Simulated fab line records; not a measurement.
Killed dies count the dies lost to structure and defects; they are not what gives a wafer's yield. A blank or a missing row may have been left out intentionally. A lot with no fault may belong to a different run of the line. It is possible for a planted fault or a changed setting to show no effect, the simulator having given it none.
Matching of chambers / flow gf180mcu / 4 sister chambers for GF_V5_CMP_26 on cmp-01
The step polishes, stops on SiO2, t overpolish 15 s, target thk 0 nm. 8 wafers are shown with their chamber, then 9 later ones without.

## WAFERS WITH THEIR CHAMBER
wafer=L183.3; chamber=3; motor current A (A)=9.9; edge zone pressure frac=1.004
wafer=L183.5; chamber=3; motor current A (A)=10.0; edge zone pressure frac=1.014
wafer=L184.1; chamber=2; motor current A (A)=9.9; edge zone pressure frac=0.994
wafer=L186.2; chamber=2; motor current A (A)=10.2; edge zone pressure frac=0.996
wafer=L186.3; chamber=0; motor current A (A)=12.3; edge zone pressure frac=1.002
wafer=L187.3; chamber=1; motor current A (A)=12.4; edge zone pressure frac=1.001
wafer=L187.5; chamber=0; motor current A (A)=13.0; edge zone pressure frac=1.003
wafer=L187.6; chamber=1; motor current A (A)=12.5; edge zone pressure frac=1.000

## WAFERS WHOSE CHAMBER IS MISSING
wafer=L188.4; motor current A (A)=10.2; edge zone pressure frac=0.999
wafer=L188.5; motor current A (A)=12.4; edge zone pressure frac=0.995
wafer=L188.6; motor current A (A)=10.0; edge zone pressure frac=0.996
wafer=L197.3; motor current A (A)=9.8; edge zone pressure frac=1.007
wafer=L197.4; motor current A (A)=10.8; edge zone pressure frac=1.006
wafer=L197.6; motor current A (A)=11.2; edge zone pressure frac=1.004
wafer=L200.2; motor current A (A)=11.1; edge zone pressure frac=1.004
wafer=L200.3; motor current A (A)=11.8; edge zone pressure frac=0.997
wafer=L200.4; motor current A (A)=10.0; edge zone pressure frac=1.000

## THE CHAMBER EACH PASSED THROUGH
wafer=L188.4; from the rows above=can't be placed: 2 or 3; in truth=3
wafer=L188.5; from the rows above=can't be placed: 1 or 0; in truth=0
wafer=L188.6; from the rows above=2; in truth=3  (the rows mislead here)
wafer=L197.3; from the rows above=3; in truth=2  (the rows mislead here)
wafer=L197.4; from the rows above=can't be placed: 3 or 2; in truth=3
wafer=L197.6; from the rows above=can't be placed: 1 or 3 or 2 or 0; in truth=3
wafer=L200.2; from the rows above=can't be placed: 3 or 2 or 1 or 0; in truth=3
wafer=L200.3; from the rows above=can't be placed: 1 or 0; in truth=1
wafer=L200.4; from the rows above=can't be placed: 2 or 3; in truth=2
Placed correctly: 0 of 9. From these rows, 7 cannot be placed; in 7 the true chamber is one of the candidates. 2 placed wrongly.
How it was worked out, from the rows above alone: a wafer's distance from a chamber is the root of the sum, over the readings, of the square of ((its reading less the chamber's mean) divided by the reading's scatter). If the next closest chamber is less than 2 further off than the closest, the wafer can't be placed; otherwise it belongs to the closest. For every chamber, the mean is computed from those of its wafers that are shown. How the scatter is found: for the shown wafers, subtract from each reading the mean of its chamber, square and add these, divide the total by (wafers less chambers), then take the root.
